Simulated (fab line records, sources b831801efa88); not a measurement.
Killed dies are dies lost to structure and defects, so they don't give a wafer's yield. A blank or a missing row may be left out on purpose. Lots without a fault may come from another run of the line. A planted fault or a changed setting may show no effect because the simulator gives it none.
A struck lot beside a sound one | flow sky130 | 34 steps out of a route of 708
Sound: wafers L558.1, L558.2, L558.3. Struck: wafers L575.2, L575.3, L575.5. The cause comes at the end.
At each step with rows: each side's tool, then ch and its chambers, then its first start. Under that, the readings that differ: sound wafers | struck wafers | difference of the means | sigmas: that difference in standard deviations of wafers without a fault.
alike: readings whose means differ by less than 2 such deviations, and words and numbers that are the same on both sides. not compared: withheld readings, readings that some wafer has no value for, bounds like >300 that may hide the same value, and numbers for which the record gives no deviation and whose values overlap.
The two part at a step that has a row with sigmas, a row that says differs or no value, or rows on one side only. Numbers that don't overlap but have no deviation are shown without sigmas and don't part them. A reading that every wafer of one side lacks parts them only if that side has two wafers or more.

first, 9 steps without rows for these wafers: SKY_METAL3_DESCUM_15 (chemistry O2, time 8 s); SKY_METAL3_ETCH_16 (etches BARC in N2/H2, stops on SiO2, time 88.2 s, target depth 60 nm); SKY_METAL3_ETCH_17 (etches SiO2 in C4F8/O2/Ar, stops on TiN, time 3.9 s, target depth 15 nm); SKY_METAL3_METAL_ETCH_18 (etches the open film in Cl2/BCl3, stops on SiO2, target depth 845 nm, time 183.1 s); SKY_METAL3_STRIP_19 (strips in O2/N2); SKY_METAL3_STRIP_20 (strips in post etch residue remover, time 1200 s); SKY_METAL3_CLEAN_21 (cleans in IPA, time 180 s); SKY_METAL3_CLEAN_22 (cleans in O3/DIW); SKY_VIA3_HDPCVD_00 (deposits SiO2, target thk 1635 nm, time 272.5 s).
SKY_VIA3_CMP_02: polishes SiO2.
  sound on cmp-01 ch 0,2,3, day 39 13:50; struck on cmp-01 ch 1,2,3, day 44 10:49
  alike: motor_current_A, slurry_filter_dp_kPa
then, 23 steps without rows for these wafers: SKY_VIA3_DEHYDRATE_04 (time 60 s); SKY_VIA3_HMDS_05 (prime time 60 s); SKY_VIA3_COAT_06 (resist thk 60 nm); SKY_VIA3_COAT_07 (resist thk 450 nm); SKY_VIA3_SOFTBAKE_08 (time 90 s); SKY_VIA3_EXPOSE_09 (exposes mask VIM3, target cd 200 nm); SKY_VIA3_PEB_10; SKY_VIA3_DEVELOP_11 (develop time 60 s); SKY_VIA3_ETCH_14 (etches BARC in N2/H2, stops on SiO2, time 45.9 s, target depth 60 nm); SKY_VIA3_ETCH_15 (etches SiO2 in C4F8/O2/Ar, stops on TiN, target depth 507 nm, time 78 s); SKY_VIA3_STRIP_16 (strips in O2/N2); SKY_VIA3_STRIP_17 (strips in post etch residue remover, time 1200 s); SKY_VIA3_CLEAN_18 (cleans in IPA, time 180 s); SKY_VIA3_CLEAN_19 (cleans in O3/DIW); SKY_VIA3_SPUTTER_20 (material TiN, target thk 20 nm, time 80 s); SKY_VIA3_CVD_21 (deposits W, target thk 390 nm, time 117.31 s); SKY_VIA3_CMP_24 (polishes, stops on SiO2, t overpolish 20 s, target thk 0 nm); SKY_METAL4_SPUTTER_00 (material Ti, target thk 15 nm, time 10 s); SKY_METAL4_SPUTTER_01 (material TiN, target thk 20 nm, time 16.7 s); SKY_METAL4_SPUTTER_02 (material AlCu, target thk 735 nm, time 39.1 s); SKY_METAL4_SPUTTER_03 (material Ti, target thk 5 nm, time 3.3 s); SKY_METAL4_SPUTTER_04 (material TiN, target thk 70 nm, time 58.3 s); SKY_CAP2M_CVD_00 (deposits SiO2, target thk 15.5 nm).
-- the record jumps here: 6 days lie between the struck wafers' starts before and after (it left off in module CAP2M and takes up again in module PAD_OPEN, whose first step shown is number 708 of the route) --
SKY_PAD_OPEN_PROBE_99:
  sound on prober-02, day 46 14:48; struck on prober-02, day 50 11:20
  reading                               | sound            | struck            | difference | sigmas
  defect_limited_yield (%)              | 84.3 78.7 81.5   | 61.6 55.5 57.3    | -23.4      | -13
  killed_at_M0_to_M3                    | 45 43 43         | 145 175 177       | +122       | +18
  killed_dies                           | 77 105 91        | 189 219 210       | +115       | +13
  killed_on_rim                         | 13 25 14         | 40 49 39          | +25        | +7
  sort_bin_3_pad_short (%)              | 0.2 1.2 1.0      | 2.0 1.2 2.8       | +1.2       | +3
  sort_bin_5_function (%)               | 9.3 14.2 10.0    | 24.0 28.7 28.0    | +15.7      | +10
  sort_bin_6_memory (%)                 | 6.1 5.9 7.5      | 12.4 14.6 11.8    | +6.4       | +6
  sort_n_pass                           | 415 387 401      | 303 273 282       | -115       | -13
  sort_yield_pct (%)                    | 84.3 78.7 81.5   | 61.6 55.5 57.3    | -23.4      | -13
  model.etest.tester.sort_n_pass        | 415 387 401      | 303 273 282       | -115       |
  model.etest.tester.sort_yield_pct (%) | 84.35 78.66 81.5 | 61.59 55.49 57.32 | -23.37     |
  model.etest.tester.sort_bin_5_pct (%) | 9.35 14.23 9.959 | 23.98 28.66 28.05 | +15.72     |
  model.etest.tester.sort_bin_6_pct (%) | 6.098 5.894 7.52 | 12.4 14.63 11.79  | +6.4       |
  alike: killed_at_M4_up, killed_at_contacts, killed_at_front_end, killed_at_other, killed_open, killed_short
  not compared: model.etest.tester.sort_bin_3_pct

WHERE THEY PART
Only at SKY_PAD_OPEN_PROBE_99, within this record.

WHY: what the simulator had put in
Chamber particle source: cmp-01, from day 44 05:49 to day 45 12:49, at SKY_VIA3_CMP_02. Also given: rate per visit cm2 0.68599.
